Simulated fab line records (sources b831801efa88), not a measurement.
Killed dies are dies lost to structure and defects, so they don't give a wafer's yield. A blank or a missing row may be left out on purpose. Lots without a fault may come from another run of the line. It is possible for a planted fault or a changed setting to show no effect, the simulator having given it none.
fab line records    flow gf180mcu
[record] lots = 6  wafers = 16  lastDay = 34
route steps=602 shown M3@419 V3@429
lots that met no fault: taken from a fault-free run of the same line
startH: start of the lot's first displayed wafer, in hours after the record's first day    waitH: hours from the lot's prior step to this one    " same as the row above    L1.1+2: one row covering several wafers at once    - no value, or no start was given    * or withheld: withheld    < > ~ a bound
route shown NAME@n: NAME is a module with steps in the file, n the number in the route of the first one    usual: mean/standard deviation of fault-free wafers    same: alike in all rows    chamber/n: place in a boat    sites: the reading at each site    _std_site: the values' standard deviation    _edge_site: mean of outer sites minus mean of inner sites    radiusMm: how far each site lies from the wafer's centre    mask NAME#n: copy n    behind: the tool/chamber that last shaped the wafer    hold: why the lot went on hold/how many hours it stayed there/how the hold came to an end    device: the n, p or np transistor that did not switch    end of line: tests of these same wafers at the route's end    where a step has no rows: the recipe by itself    killed: at the first sort, the dies lost to defects and structure; wafer yield is something else    map: the dies of a wafer, with x for killed, . for not killed, _ for no die there
set.NAME: the setting as run; set.NAME@STEP: as run at that earlier step    model.NAME: the simulator's own value behind a step, which no gauge read
lots at some steps of the route; a table a step, a row a wafer
services: when a tool's chamber went out of use (startH, in hours from the record's first day, below 0 if earlier), for how many hours, and the reason
[[steps]]
[step GF_M3_SOFTBAKE_10]
[recipe] tempC = 130  timeS = 60  resist = KrF
[step GF_M3_EXPOSE_11]
[recipe] maskId = Metal3  targetCdNm = 280  na = 0.68  sourceShape = conventional  sigmaOuter = 0.6  doseMj = 28
[step GF_M3_PEB_12]
[recipe] pebTempC = 135  pebTimeS = 90  resist = KrF
[step GF_M3_DEVELOP_13]
[recipe] developTimeS = 60  devTempC = 21
[step GF_M3_CD_MEAS_14]
[recipe] targetCdNm = 280
[usual] cdNm = 279.7/0.98
lot.wafer  tool      chamber  startH  waitH  cdNm
L662.2     cdSem-02  -        494.50  0.1    280.2
L662.4     "         -        "       "      278.9
L662.5     "         -        "       "      279.5
L664.1     cdSem-01  -        511.16  0.2    279.6
L664.3     "         -        "       "      277.8
L664.4     "         -        "       "      279.1
L667.2     cdSem-02  -        540.08  0.1    280.3
L667.6     "         -        "       "      279.4
L669.2     cdSem-02  -        549.94  0.1    279.5
L669.3     "         -        "       "      280.0
L675.2     cdSem-02  -        622.79  0.1    279.7
L675.5     "         -        "       "      278.7
L675.6     "         -        "       "      278.9
L682.2     cdSem-02  -        656.68  0.1    280.2
L682.3     "         -        "       "      279.4
L682.4     "         -        "       "      279.4
[step GF_M3_OVL_MEAS_15]
[usual] M3_OVL = 1/6
lot.wafer  tool        chamber  startH  waitH  M3_OVL[nm]
L662.2     overlay-01  -        494.61  0.1    -2
L662.4     "           -        "       "      0
L662.5     "           -        "       "      1
L664.1     overlay-01  -        511.28  0.1    -8
L664.3     "           -        "       "      2
L664.4     "           -        "       "      -10
L667.2     overlay-01  -        540.18  0.1    5
L667.6     "           -        "       "      -5
L669.2     overlay-01  -        550.05  0.1    1
L669.3     "           -        "       "      2
L675.2     overlay-01  -        622.90  0.1    8
L675.5     "           -        "       "      -1
L675.6     "           -        "       "      6
L682.2     overlay-02  -        656.78  0.1    2
L682.3     "           -        "       "      2
L682.4     "           -        "       "      1
[step GF_M3_METAL_ETCH_16]
[recipe] chemistry = Cl2/BCl3  maskMaterial = KrF  targetDepthNm = 750.8  stopOn = SiO2  pressureMtorr = 8  icpW = 800  biasW = 140  Cl2_flow_sccm = 80  bcl3FlowSccm = 40  timeS = 125.1
[usual] biasW = 140.0/0.4  drypumpMotorCurrentA = 5.5/0.39  oesProductAu = 0.985/0.0057  throttleValvePct = 28.233/0.0084
lot.wafer  tool         chamber  startH  waitH  biasW  drypumpMotorCurrentA  oesProductAu  rfHoursCounterH  throttleValvePct
L662.2     rieMetal-03  1        494.64  0.0    139.1  6.1                   0.982         8                28.231
L662.4     "            0        "       "      139.4  6.1                   0.994         -                28.222
L662.5     "            0        "       "      140.0  6.1                   0.990         -                28.228
L664.1     rieMetal-04  1        511.32  0.0    140.4  5.3                   0.981         12               28.230
L664.3     "            0        "       "      139.9  5.4                   0.997         -                28.239
L664.4     "            1        "       "      140.1  5.3                   0.987         -                28.229
L667.2     rieMetal-02  1        540.21  0.0    140.5  4.9                   0.988         4                28.244
L667.6     "            0        "       "      140.6  5.2                   0.977         -                28.231
L669.2     rieMetal-03  0        550.08  0.0    139.2  6.1                   0.996         1                28.231
L669.3     "            1        "       "      139.3  6.0                   0.980         -                28.251
L675.2     rieMetal-04  0        622.93  0.0    140.5  5.5                   0.977         6                28.237
L675.5     "            0        "       "      140.2  5.4                   0.984         -                28.242
L675.6     "            1        "       "      139.9  5.3                   0.978         -                28.242
L682.2     rieMetal-02  0        656.81  0.0    139.8  5.2                   0.974         9                28.241
L682.3     "            0        "       "      139.4  5.2                   0.987         -                28.221
L682.4     "            1        "       "      140.1  4.9                   0.986         -                28.225
[step GF_M3_STRIP_17]
[recipe] chemistry = O2/N2  powerW = 1400  pressureMtorr = 1500  platenTempC = 250  o2FlowSccm = 3000  n2FlowSccm = 300  overashFraction = 0.5
[usual] drypumpMotorCurrentA = 5.7/0.42  heaterPowerW = 330/32  n2FlowSccm = 300.1/0.88  o2FlowSccm = 3001/8.7  oesProductAu = 0.539/0.0049  stripTimeToEndpointS = 7.43/0.047
lot.wafer  tool            chamber  startH  waitH  drypumpMotorCurrentA  heaterPowerW  n2FlowSccm  o2FlowSccm  oesProductAu  rfHoursCounterH  stripTimeToEndpointS
L662.2     plasmaAsher-01  1        494.77  0.1    5.5                   318           301.1       3013        0.544         7                7.46
L662.4     "               1        "       "      5.5                   325           300.0       2999        0.534         -                7.35
L662.5     "               1        "       "      5.5                   315           300.6       3013        0.533         -                7.34
L664.1     plasmaAsher-02  1        511.45  0.1    6.4                   360           298.9       2998        0.537         39               7.46
L664.3     "               1        "       "      6.4                   363           301.4       2996        0.544         -                7.43
L664.4     "               0        "       "      6.2                   308           300.6       3004        0.535         -                7.44
L667.2     plasmaAsher-02  1        540.34  0.1    6.4                   357           299.3       2999        0.539         42               7.51
L667.6     "               1        "       "      6.4                   359           300.2       3010        0.544         -                7.48
L669.2     plasmaAsher-02  1        550.21  0.1    6.4                   362           301.0       2999        0.538         44               7.37
L669.3     "               0        "       "      6.3                   310           299.9       3006        0.546         -                7.45
L675.2     plasmaAsher-01  0        623.06  0.1    5.7                   385           300.1       3001        0.544         23               7.48
L675.5     "               1        "       "      5.5                   326           300.4       2987        0.541         -                7.45
L675.6     "               0        "       "      5.7                   389           299.5       2990        0.549         -                7.52
L682.2     plasmaAsher-02  1        656.94  0.1    6.4                   355           300.0       2995        0.542         57               7.52
L682.3     "               1        "       "      6.4                   359           300.8       2996        0.548         -                7.47
L682.4     "               0        "       "      6.3                   304           299.4       3002        0.540         -                7.49
[step GF_M3_STRIP_18]
[recipe] chemistry = postEtchResidueRemover  timeS = 1200  tempC = 72.5
[step GF_M3_CLEAN_19]
[recipe] chemistry = DIW  dry = n2Spin
[step GF_V3_CVD_00]
[recipe] material = SiO2  targetThkNm = 600  sigmaOpenFrac = 0.3  tempC = 400  timeS = 100  sih4FlowSccm = 60  pressureMtorr = 6
[step GF_V3_THK_MEAS_01]
[recipe] reads = SiO2_of_V3_CVD_00
[usual] V3_CVD_00_THK = 602/6.2
lot.wafer  tool          chamber  startH  waitH  V3_CVD_00_THK[nm]
L662.2     filmMetro-03  -        495.38  0.0    600
L662.4     "             -        "       "      604
L662.5     "             -        "       "      607
L664.1     filmMetro-01  -        512.05  0.0    611
L664.3     "             -        "       "      605
L664.4     "             -        "       "      615
L667.2     filmMetro-02  -        540.99  0.0    611
L667.6     "             -        "       "      600
L669.2     filmMetro-02  -        550.82  0.0    600
L669.3     "             -        "       "      600
L675.2     filmMetro-02  -        623.70  0.0    595
L675.5     "             -        "       "      595
L675.6     "             -        "       "      593
L682.2     filmMetro-03  -        657.56  0.0    605
L682.3     "             -        "       "      599
L682.4     "             -        "       "      596
[step GF_V3_CVD_02]
[recipe] material = SiO2  targetThkNm = 850  precursor = TEOS  tempC = 400  timeS = 94.851  rfW = 600
[usual] heaterPowerW = 606/100  susceptorTempC = 400.04/0.22
lot.wafer  tool      chamber  startH  waitH  heaterPowerW  susceptorTempC  model.SiO2_of_V3_CVD_02.thkNm
L662.2     pecvd-01  0        495.43  0.0    578           400.16          841.8
L662.4     "         2        "       "      680           399.90          865
L662.5     "         0        "       "      603           400.01          855.9
L664.1     pecvd-04  1        512.11  0.1    508           399.69          834.3
L664.3     "         2        "       "      700           400.09          855
L664.4     "         0        "       "      652           399.87          857.8
L667.2     pecvd-04  1        541.04  0.0    503           400.17          831.8
L667.6     "         1        "       "      512           400.27          1299
L669.2     pecvd-04  1        550.87  0.0    509           399.88          820.8
L669.3     "         2        "       "      713           400.06          1301
L675.2     pecvd-01  1        623.75  0.0    479           400.24          841.6
L675.5     "         2        "       "      576           400.17          868.3
L675.6     "         0        "       "      472           399.86          850.4
L682.2     pecvd-01  2        657.61  0.0    599           400.13          847.4
L682.3     "         1        "       "      489           400.08          841.8
L682.4     "         0        "       "      580           399.96          846.7
[step GF_V3_THK_MEAS_03]
[recipe] reads = SiO2_of_V3_CVD_02
[usual] V3_CVD_02_THK = 846/12
lot.wafer  tool          chamber  startH  waitH  V3_CVD_02_THK[nm]
L662.2     filmMetro-03  -        495.51  0.0    842
L662.4     "             -        "       "      864
L662.5     "             -        "       "      857
L664.1     filmMetro-03  -        512.18  0.0    834
L664.3     "             -        "       "      855
L664.4     "             -        "       "      858
L667.2     filmMetro-02  -        541.12  0.0    832
L667.6     "             -        "       "      1299
L669.2     filmMetro-02  -        550.95  0.0    821
L669.3     "             -        "       "      1300
L675.2     filmMetro-01  -        623.83  0.0    842
L675.5     "             -        "       "      869
L675.6     "             -        "       "      851
L682.2     filmMetro-02  -        657.69  0.0    848
L682.3     "             -        "       "      841
L682.4     "             -        "       "      847
[step GF_V3_CMP_04]
[recipe] material = SiO2  downForcePsi = 4  platenRpm = 60  padVelocityMS = 0.94248
[usual] motorCurrentA = 12.4/2.2  slurryFilterDpKPa = 13.51/0.13  timeToEndpointS = 79/6.4
lot.wafer  tool    chamber  startH  waitH  motorCurrentA  slurryFilterDpKPa  timeToEndpointS
L662.2     cmp-02  0        495.56  0.0    16.1           13.58              76
L662.4     "       1        "       "      14.8           13.51              90
L662.5     "       1        "       "      14.1           13.23              85
L664.1     cmp-02  0        512.24  0.1    15.5           13.50              70
L664.3     "       1        "       "      14.1           13.58              84
L664.4     "       2        "       "      11.1           13.60              86
L667.2     cmp-01  0        541.56  0.4    13.6           13.34              75
L667.6     "       3        "       "      10.2           13.35              243
L669.2     cmp-01  0        551.00  0.0    13.3           13.50              76
L669.3     "       2        "       "      9.6            13.61              250
L675.2     cmp-01  3        623.98  0.1    9.8            13.42              78
L675.5     "       1        "       "      13.0           13.78              91
L675.6     "       2        "       "      9.5            13.68              82
L682.2     cmp-02  2        657.74  0.0    11.4           13.58              80
L682.3     "       0        "       "      15.9           13.46              72
L682.4     "       1        "       "      14.0           13.49              77
[step GF_V3_BOW_MEAS_05]
[recipe] mode = bow
[usual] V3_BOW = 119/8.1
lot.wafer  tool          chamber  startH  waitH  V3_BOW[um]
L662.2     filmMetro-03  -        495.88  0.3    114
L662.4     "             -        "       "      113
L662.5     "             -        "       "      108
L664.1     filmMetro-03  -        512.54  0.2    121
L664.3     "             -        "       "      117
L664.4     "             -        "       "      118
L667.2     filmMetro-01  -        541.78  0.2    131
L667.6     "             -        "       "      124
L669.2     filmMetro-02  -        551.32  0.3    117
L669.3     "             -        "       "      106
L675.2     filmMetro-03  -        624.20  0.2    123
L675.5     "             -        "       "      123
L675.6     "             -        "       "      124
L682.2     filmMetro-03  -        658.06  0.3    118
L682.3     "             -        "       "      110
L682.4     "             -        "       "      109
[[services]]
tool            chamber  startH  hours  kind
plasmaAsher-02  -        484.69  14.6   pm
pecvd-01        -        502.79  5.5    pm
cmp-02          -        503.06  2.1    repair
cmp-02          -        506.45  0.8    repair
plasmaAsher-01  -        510.28  2.5    repair
rieMetal-02     -        511.16  2.8    pm
pecvd-04        -        521.09  0.7    repair
rieMetal-03     -        524.24  2.8    pm
rieMetal-02     -        532.50  0.2    repair
plasmaAsher-02  -        537.68  2.3    repair
cmp-02          -        540.64  3.2    repair
cmp-02          -        542.60  0.5    repair
rieMetal-04     -        544.92  2.8    pm
cmp-01          -        547.25  0.5    repair
cmp-02          -        551.10  6.3    pm
cmp-01          -        554.29  1.4    repair
cmp-02          -        572.11  4.0    pm
pecvd-04        -        591.12  14.0   pm
rieMetal-02     -        605.32  0.8    repair
cmp-01          -        608.13  10.2   pm
rieMetal-03     -        632.69  0.2    repair
cmp-02          -        646.99  2.6    repair
pecvd-01        -        648.21  2.8    pm
cmp-01          -        649.85  5.0    pm
[[key]]
[firstSign] step = GF_V3_THK_MEAS_03  reading = V3_CVD_02_THK  direction = up  sigmas = 38  usual = 846  struck = 1300
[effect] step = GF_V3_CMP_04  reading = timeToEndpointS  direction = up  sigmas = 26  usual = *  struck = *
[modelEffect] step = GF_V3_CVD_02  value = SiO2_of_V3_CVD_02.thkNm  without = 849.2  struck = 1300
metAt GF_V3_CVD_02
struckWafers L667.6,L669.3
onsetBetween 512.11 541.04
[fault] kind = processParameterDrift  tool = pecvd-04  chamber = -  onsetH = 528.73  steps = GF_V3_CVD_02  channel = targetThkNm  offset = 450.54  shape = step  endH = 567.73  scope = struckWafersOnly  actsIn = theseRecipesOnly  stated = 850
